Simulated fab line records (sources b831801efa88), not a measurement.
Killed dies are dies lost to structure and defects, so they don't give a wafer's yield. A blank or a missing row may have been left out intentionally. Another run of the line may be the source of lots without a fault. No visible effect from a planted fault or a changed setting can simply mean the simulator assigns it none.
Struck lot and sound lot, side by side	flow sky130	42 out of 708 route steps
Sound: the wafers L500.3, L500.4, L500.6. Struck: wafers L502.2, L502.4, L502.6. At the end, the cause is stated.
Each step with rows lists, per side, the tool, then ch with its chambers, then its first start. Under that, the readings that differ: sound wafers	struck wafers	difference of the means	sigmas: that difference in standard deviations of wafers without a fault.
alike: words and numbers the same on both sides, and readings whose means are apart by under 2 such deviations; not compared: readings that were withheld, readings missing a value for some wafer, numbers with overlapping values and no deviation given by the record, and bounds like >300 which may hide the same value.
Wherever a step has rows on one side only, a row that says differs or no value, or a row with sigmas, the two part there. When numbers do not overlap yet have no deviation, they are printed without sigmas and do not part them. A reading that every wafer of one side lacks parts them only if that side has two wafers or more.

first, 2 steps without rows for these wafers: SKY_NWELL_IMPLANT_12; SKY_NWELL_IMPLANT_13.
SKY_NWELL_STRIP_14: strips in O2/N2.
  sound on plasma_asher-01 ch 0,1, day 6 02:45; struck on plasma_asher-04 ch 0,1, day 6 14:31
reading	sound	struck	difference	sigmas
strip_time_to_endpoint_s (s)	37.01 37.05 37.04	36.90 36.79 36.80	-0.20	-2
  alike: drypump_motor_current_A, oes_product_au
  not compared: rf_hours_counter_h
SKY_NWELL_TW_MEAS_15:
  sound on film_metro-01 at day 6 02:50; struck on film_metro-01 at day 6 14:38
  alike: NWELL_TW
then, 7 steps without rows for these wafers: SKY_NWELL_DEHYDRATE_16 (time 60 s); SKY_NWELL_HMDS_17 (prime time 60 s); SKY_NWELL_COAT_18 (resist thk 3000 nm); SKY_NWELL_SOFTBAKE_19; SKY_NWELL_EXPOSE_20 (exposes mask NWM COMPLEMENT, target cd 840 nm); SKY_NWELL_PEB_21; SKY_NWELL_DEVELOP_22 (develop time 60 s).
SKY_NWELL_OVL_MEAS_23:
  sound on overlay-01 at day 6 21:17; struck on overlay-02 at day 7 09:29
  alike: NWELL_01_OVL
SKY_NWELL_IMPLANT_24:
  sound on implanter-01 ch 0, day 6 21:22; struck on implanter-01 ch 0, day 7 09:32
SKY_NWELL_STRIP_25: strips in O2/N2.
  sound on plasma_asher-01 ch 0,1, day 6 21:30; struck on plasma_asher-01 ch 0, day 7 09:40
  alike: drypump_motor_current_A, oes_product_au, strip_time_to_endpoint_s
  not compared: rf_hours_counter_h
SKY_NWELL_TW_MEAS_26:
  sound on film_metro-04 at day 6 21:35; struck on film_metro-01 at day 7 09:47
  alike: NWELL_2_TW
then, 1 step without rows for these wafers: SKY_NWELL_CLEAN_27 (cleans in SC1/SC2, time 150 s).
SKY_NWELL_RTA_28: time 30 s.
  sound on rtp_anneal-02 ch 0, day 6 21:43; struck on rtp_anneal-02 ch 0, day 7 09:54
  alike: lamp_power_pct, wafer_temp_C_max
SKY_NWELL_RS_MEAS_29: the measuring method here is four-point-probe.
  sound on film_metro-03 at day 6 21:49; struck on film_metro-04 at day 7 10:00
  alike: NWELL_RS
SKY_NWELL_RS_MEAS_31: the measuring method here is four-point-probe.
  sound on film_metro-03 at day 6 22:04; struck on film_metro-04 at day 7 10:14
  alike: PWDE_RS
then, 7 steps without rows for these wafers: SKY_VT_ADJUST_HVTP_DEHYDRATE_00 (time 60 s); SKY_VT_ADJUST_HVTP_HMDS_01 (prime time 60 s); SKY_VT_ADJUST_HVTP_COAT_02 (resist thk 1140 nm); SKY_VT_ADJUST_HVTP_SOFTBAKE_03 (time 60 s); SKY_VT_ADJUST_HVTP_EXPOSE_04 (exposes mask HVTPM, target cd 380 nm); SKY_VT_ADJUST_HVTP_PEB_05; SKY_VT_ADJUST_HVTP_DEVELOP_06 (develop time 60 s).
SKY_VT_ADJUST_HVTP_CD_MEAS_07 targets a cd of 380 nm.
  sound on cd_sem-02 at day 7 17:05; struck on cd_sem-01 at day 8 05:18
  alike: cd_nm
SKY_VT_ADJUST_HVTP_OVL_MEAS_08:
  sound on overlay-01 at day 7 17:11; struck on overlay-01 at day 8 05:25
  alike: VT_ADJUST_HVTP_OVL
next, for these wafers, 1 step has no rows: SKY_VT_ADJUST_HVTP_IMPLANT_09.
SKY_VT_ADJUST_HVTP_STRIP_10: strips in O2/N2.
  sound on plasma_asher-02 ch 0,1, day 7 17:23; struck on plasma_asher-02 ch 0,1, day 8 05:35
  alike: drypump_motor_current_A, oes_product_au, strip_time_to_endpoint_s
  not compared: rf_hours_counter_h
SKY_VT_ADJUST_HVTP_TW_MEAS_11:
  sound on film_metro-02 at day 7 17:28; struck on film_metro-01 at day 8 05:42
  alike: VT_ADJUST_HVTP_TW
then, 7 steps without rows for these wafers: SKY_VT_ADJUST_LVTN_DEHYDRATE_00 (time 60 s); SKY_VT_ADJUST_LVTN_HMDS_01 (prime time 60 s); SKY_VT_ADJUST_LVTN_COAT_02 (resist thk 3000 nm); SKY_VT_ADJUST_LVTN_SOFTBAKE_03; SKY_VT_ADJUST_LVTN_EXPOSE_04 (exposes mask NWM COMPLEMENT LESS NATIVE, target cd 840 nm); SKY_VT_ADJUST_LVTN_PEB_05; SKY_VT_ADJUST_LVTN_DEVELOP_06 (develop time 60 s).
SKY_VT_ADJUST_LVTN_OVL_MEAS_07:
  sound on overlay-01 at day 8 13:40; struck on overlay-01 at day 9 03:03
  alike: VT_ADJUST_LVTN_OVL
next, for these wafers, 1 step has no rows: SKY_VT_ADJUST_LVTN_IMPLANT_08.
SKY_VT_ADJUST_LVTN_STRIP_09: strips in O2/N2.
  sound on plasma_asher-04 ch 0,1, day 8 13:52; struck on plasma_asher-03 ch 0,1, day 9 03:14
  alike: drypump_motor_current_A, oes_product_au, strip_time_to_endpoint_s
  not compared: rf_hours_counter_h
-- record jumps: 39 days separate the struck wafers' starts on either side; left off in module VT_ADJUST_LVTN, taken up again in module PAD_OPEN, whose first shown step is the route's number 708 --
SKY_PAD_OPEN_PROBE_99:
  sound on prober-01 at day 47 21:57; struck on prober-01 at day 48 06:34
reading	sound	struck	difference	sigmas
model.etest.res_pwell_under_gate.rs_ohm_sq_range	48.05 43.18 48.86	224.5 234.8 209.3	+176.2	
  alike: killed_at_M0_to_M3, killed_at_M4_up, killed_at_contacts, killed_at_front_end, killed_at_other, killed_dies, killed_open, killed_short

WHERE THEY PART
Only at SKY_NWELL_STRIP_14, as far as this record shows. Later steps at which nothing parts them and some readings are alike: SKY_NWELL_TW_MEAS_15, SKY_NWELL_OVL_MEAS_23, SKY_NWELL_STRIP_25, SKY_NWELL_TW_MEAS_26, SKY_NWELL_RTA_28, SKY_NWELL_RS_MEAS_29, SKY_NWELL_RS_MEAS_31, SKY_VT_ADJUST_HVTP_CD_MEAS_07, SKY_VT_ADJUST_HVTP_OVL_MEAS_08, SKY_VT_ADJUST_HVTP_STRIP_10, SKY_VT_ADJUST_HVTP_TW_MEAS_11, SKY_VT_ADJUST_LVTN_OVL_MEAS_07, SKY_VT_ADJUST_LVTN_STRIP_09, SKY_PAD_OPEN_PROBE_99.

WHY: what had been put in by the simulator
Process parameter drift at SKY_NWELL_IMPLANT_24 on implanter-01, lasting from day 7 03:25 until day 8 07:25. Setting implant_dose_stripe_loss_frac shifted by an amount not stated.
